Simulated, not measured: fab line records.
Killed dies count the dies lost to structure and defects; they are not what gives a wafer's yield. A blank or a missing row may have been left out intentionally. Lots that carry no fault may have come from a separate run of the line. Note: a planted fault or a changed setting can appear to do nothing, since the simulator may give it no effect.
Chamber matching ; flow sfq-line ; SFQ_TRILAYER_L0_CAP_PECVD_011 on pecvd-02 has 3 sister chambers
The step deposits SiO2 from SiH4/N2O, time 13.333 s, target thk 60 nm. 16 wafers are shown with their chamber, then 8 later ones without.

WAFERS PAIRED WITH THEIR CHAMBERS
wafer;chamber;throttle-valve-pct (%);heater-power-w (W)
L500.3;2;25.7;89
L500.5;2;25.8;88
L500.6;1;24.2;98
L503.1;1;24.4;106
L503.3;2;25.7;81
L503.4;0;23.6;79
L505.2;0;23.5;76
L505.3;2;26.1;76
L505.4;1;24.3;105
L508.2;2;25.7;87
L508.4;2;25.4;89
L508.6;0;23.4;81
L510.1;2;25.7;77
L510.2;0;23.1;89
L510.4;2;25.6;77
L518.2;0;23.5;77

SIGNATURES (means of the wafers above)
reading;chamber 0;chamber 1;chamber 2;scatter within a chamber
throttle-valve-pct;23.420;24.300;25.712;0.183
heater-power-w;80.40;103.00;83.00;5.43
Rule: distance of a wafer from a chamber = root of the sum over the readings of ((wafer's reading minus chamber's mean) / reading's scatter) squared. The wafer belongs to the nearest chamber; if the next one is less than 2 further off, it can't be placed. The scatter: the root of (the sum of the squares of (reading less its chamber's mean) over the shown wafers, divided by (wafers less chambers)).

WAFERS WITHOUT THEIR CHAMBER
wafer;throttle-valve-pct (%);heater-power-w (W)
L518.3;24.5;106
L518.5;23.4;78
L521.3;24.4;108
L521.5;24.3;108
L521.6;23.4;82
L523.1;23.4;92
L523.3;25.5;83
L523.5;23.4;89

CHAMBER TAKEN BY EACH
wafer;from the rows above;in truth
L518.3;1;1
L518.5;0;0
L521.3;1;1
L521.5;1;1
L521.6;0;0
L523.1;0;0
L523.3;2;2
L523.5;0;0
Correct placement for 8 of the 8. Number that these rows cannot place: 0. 0 placed wrongly.
